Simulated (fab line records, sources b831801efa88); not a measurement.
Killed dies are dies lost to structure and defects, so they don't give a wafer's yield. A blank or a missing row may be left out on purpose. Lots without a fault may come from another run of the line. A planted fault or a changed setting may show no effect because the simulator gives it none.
fab line records | flow sky130
record lots=14 wafers=42 last_day=50
route steps=708 shown VT_ADJUST_HVTP@88 PAD_OPEN@708
lots that met no fault: from a run of the same line without faults
start_h: hours from the record's first day to the start of the lot's first wafer shown | wait_h: hours since the lot's step before | " the same as in the row above | L1.1+2: a row that stands for several wafers | - no value, or no start given | * or withheld: withheld | < > ~ a bound
route shown NAME@n: a module of which the file shows steps, and the number in the route of the first | usual: mean/standard deviation of fault-free wafers | same: alike in all rows | chamber/n: place in a boat | sites: the reading at each site | _std_site: their standard deviation | _edge_site: outer sites' mean less inner sites' | radius_mm: how far each site lies from the wafer's centre | mask NAME#n: copy n | behind: the tool/chamber that last shaped the wafer | hold: why the lot was held/for how many hours/how that ended | device: the transistor (n, p or np) that didn't switch | end of line: the same wafers' tests at the end of the route | a step without rows: its recipe alone | killed: dies lost to structure and defects at the first sort, not the wafer's yield | map: a wafer's dies, x killed, . not, _ none there
set.NAME: the setting as run; set.NAME@STEP: as run at that earlier step | model.NAME: the simulator's own value behind a step, which no gauge read
steps of the route over a sample of lots; a table a step, a row a wafer
## steps
# step SKY_VT_ADJUST_HVTP_SOFTBAKE_03
# recipe temp_c=90 time_s=60 resist=NOVOLAK
# usual exhaust_pa=44.8/0.89 heater_power_total_W=56.59/0.044 plate_temp_C=89.98/0.13
# columns lot.wafer tool chamber start_h wait_h exhaust_pa heater_power_total_W plate_temp_C
L829.1 litho_track-04 0 111.89 0.1 45.1 56.62 90.18
L829.4 " 0 " " 45.4 56.67 90.08
L829.6 " 0 " " 44.2 56.57 90.09
L830.1 litho_track-01 0 117.56 0.1 46.1 56.55 90.03
L830.4 " 0 " " 46.6 56.56 89.91
L830.5 " 0 " " 45.4 56.67 90.15
L831.1 litho_track-04 0 122.64 0.1 44.8 56.63 89.96
L831.2 " 0 " " 44.4 56.64 89.87
L831.5 " 0 " " 44.2 56.62 89.77
L832.2 litho_track-04 0 129.76 0.1 44.7 56.69 89.84
L832.3 " 0 " " 44.3 56.48 90.04
L832.5 " 0 " " 44.3 56.66 89.82
L834.2 litho_track-04 0 140.56 0.1 43.1 56.61 90.02
L834.3 " 0 " " 43.2 56.59 89.95
L834.5 " 0 " " 43.4 56.58 90.09
L836.2 litho_track-04 0 153.31 0.1 44.6 54.11 87.18
L836.3 " 0 " " 45.5 54.12 87.25
L836.4 " 0 " " 45.5 54.11 87.36
L841.3 litho_track-04 0 188.84 0.1 44.4 54.04 87.12
L841.4 " 0 " " 44.8 54.02 87.25
L841.6 " 0 " " 44.0 54.12 87.08
L844.4 litho_track-01 0 216.43 0.1 45.1 56.58 89.99
L844.5 " 0 " " 42.9 56.57 90.16
L844.6 " 0 " " 44.3 56.68 90.17
L847.2 litho_track-01 0 232.83 0.1 45.2 56.62 90.22
L847.4 " 0 " " 44.0 56.60 90.16
L847.6 " 0 " " 42.8 56.66 90.14
L848.1 litho_track-01 0 241.45 0.1 46.2 56.58 90.02
L848.5 " 0 " " 43.9 56.51 89.90
L848.6 " 0 " " 45.0 56.64 89.96
L849.1 litho_track-02 0 242.18 0.1 44.0 56.60 90.10
L849.2 " 0 " " 43.5 56.61 90.00
L849.5 " 0 " " 43.9 56.65 89.98
L850.1 litho_track-01 0 247.50 0.1 43.9 56.67 89.99
L850.2 " 0 " " 45.1 56.61 89.94
L850.4 " 0 " " 44.5 56.57 89.96
L851.1 litho_track-04 0 248.69 0.1 46.3 56.62 89.90
L851.3 " 0 " " 44.7 56.54 89.86
L851.4 " 0 " " 45.2 56.55 90.02
L852.2 litho_track-01 0 255.83 0.1 44.2 56.54 90.13
L852.5 " 0 " " 44.2 56.59 90.12
L852.6 " 0 " " 44.6 56.58 89.95
# step SKY_PAD_OPEN_PROBE_99
# usual killed_at_M0_to_M3=42/6.4 killed_at_M4_up=3.0/2 killed_at_contacts=24/5.2 killed_at_front_end=14/4.2 killed_at_other=0.4/0.72 killed_dies=84/9 killed_open=46/6.6 killed_short=38/6
# same gross_dies=492 killed_at_back_side=0
# columns lot.wafer tool chamber start_h wait_h killed_at_M0_to_M3 killed_at_M4_up killed_at_contacts killed_at_front_end killed_at_other killed_dies killed_open killed_short
L834.2 prober-02 - 1109.10 0.1 35 2 29 13 0 79 45 34
L834.3 prober-02 - 1109.15 0.2 44 2 20 7 0 73 38 35
L834.5 prober-02 - 1109.25 0.2 52 2 24 14 1 93 48 45
L844.4 prober-02 - 1172.66 0.2 37 3 39 18 0 97 55 41
L844.5 prober-02 - 1172.71 0.2 43 2 18 15 1 79 48 31
L844.6 prober-02 - 1172.76 0.2 52 4 24 17 1 98 49 49
L847.2 prober-01 - 1181.05 0.1 42 4 22 18 0 86 43 41
L847.4 prober-01 - 1181.15 0.2 53 3 31 16 0 103 57 43
L847.6 prober-01 - 1181.25 0.2 50 6 22 17 1 96 50 44
# killed by level:class
L834.2 VIA1:geometric_particle:open=10 CONTACT:geometric_particle:open=9 LOCAL_INTERCONNECT:geometric_particle:short=7 VIA1:geometric_particle:short=6 LI_CONTACT:geometric_particle:open=5 VIA2:geometric_particle:open=5 LI_CONTACT:geometric_particle:short=4 VIA2:geometric_particle:short=4
L834.3 CONTACT:geometric_particle:open=6 VIA1:geometric_particle:open=6 VIA1:geometric_particle:short=6 VIA2:geometric_particle:open=6 LI_CONTACT:geometric_particle:open=5 METAL1:geometric_particle:short=5 VIA2:geometric_particle:short=5 LOCAL_INTERCONNECT:geometric_particle:short=4
L834.5 CONTACT:geometric_particle:open=9 VIA3:geometric_particle:open=8 VIA1:geometric_particle:open=7 VIA2:geometric_particle:open=7 METAL1:geometric_particle:short=6 VIA1:geometric_particle:short=6 LI_CONTACT:geometric_particle:open=5 LOCAL_INTERCONNECT:geometric_particle:short=5
L844.4 CONTACT:geometric_particle:open=16 VIA1:geometric_particle:open=14 LI_CONTACT:geometric_particle:short=7 LOCAL_INTERCONNECT:geometric_particle:short=7 VIA2:geometric_particle:open=6 LI_CONTACT:geometric_particle:open=5 FIELD_ISO:geometric_particle:short=4 POLY_GATE:geometric_particle:short=4
L844.5 VIA2:geometric_particle:open=11 VIA1:geometric_particle:open=9 VIA3:geometric_particle:open=8 CONTACT:geometric_particle:open=6 FIELD_ISO:geometric_particle:short=5 VIA1:geometric_particle:short=5 CONTACT:geometric_particle:short=4 LI_CONTACT:geometric_particle:open=4
L844.6 VIA1:geometric_particle:open=11 METAL2:geometric_particle:short=9 FIELD_ISO:geometric_particle:short=8 LI_CONTACT:geometric_particle:open=8 VIA2:geometric_particle:open=7 VIA1:geometric_particle:short=6 CONTACT:geometric_particle:short=5 POLY_GATE:geometric_particle:open=4
L847.2 VIA1:geometric_particle:open=11 VIA1:geometric_particle:short=8 CONTACT:geometric_particle:short=7 CONTACT:geometric_particle:open=7 VIA3:geometric_particle:open=7 FIELD_ISO:geometric_particle:short=5 POLY_GATE:geometric_particle:open=5 VIA3:geometric_particle:short=5
L847.4 CONTACT:geometric_particle:open=12 VIA1:geometric_particle:open=11 METAL2:geometric_particle:short=9 LI_CONTACT:geometric_particle:open=7 VIA2:geometric_particle:open=7 VIA3:geometric_particle:open=7 POLY_GATE:geometric_particle:short=5 LOCAL_INTERCONNECT:geometric_particle:short=5
L847.6 VIA1:geometric_particle:open=15 CONTACT:geometric_particle:open=10 VIA2:geometric_particle:open=8 FIELD_ISO:geometric_particle:short=7 METAL2:geometric_particle:short=7 VIA3:geometric_particle:open=7 METAL4:geometric_particle:short=5 VIA1:geometric_particle:short=5
## key
first_sign step=SKY_VT_ADJUST_HVTP_SOFTBAKE_03 reading=heater_power_total_W direction=down sigmas=57 usual=* struck=*
effect step=SKY_VT_ADJUST_HVTP_SOFTBAKE_03 reading=plate_temp_C direction=down sigmas=22 usual=* struck=*
met_at SKY_VT_ADJUST_HVTP_SOFTBAKE_03
struck_lots L836,L841
tester_left_out L836,L841
onset_between 140.56 153.31
fault kind=process_parameter_drift tool=litho_track-04 chamber=- onset_h=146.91 steps=SKY_VT_ADJUST_HVTP_SOFTBAKE_03 channel=temp_c offset=* shape=step end_h=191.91 acts_in=* stated=*
# tester_left_out: of these lots the tester's yield and bins aren't shown, on N5 and GAA mostly nor the transistor test; their killed dies are dies lost to structure and defects alone, not to doping, threshold or leakage, so they don't give the yield
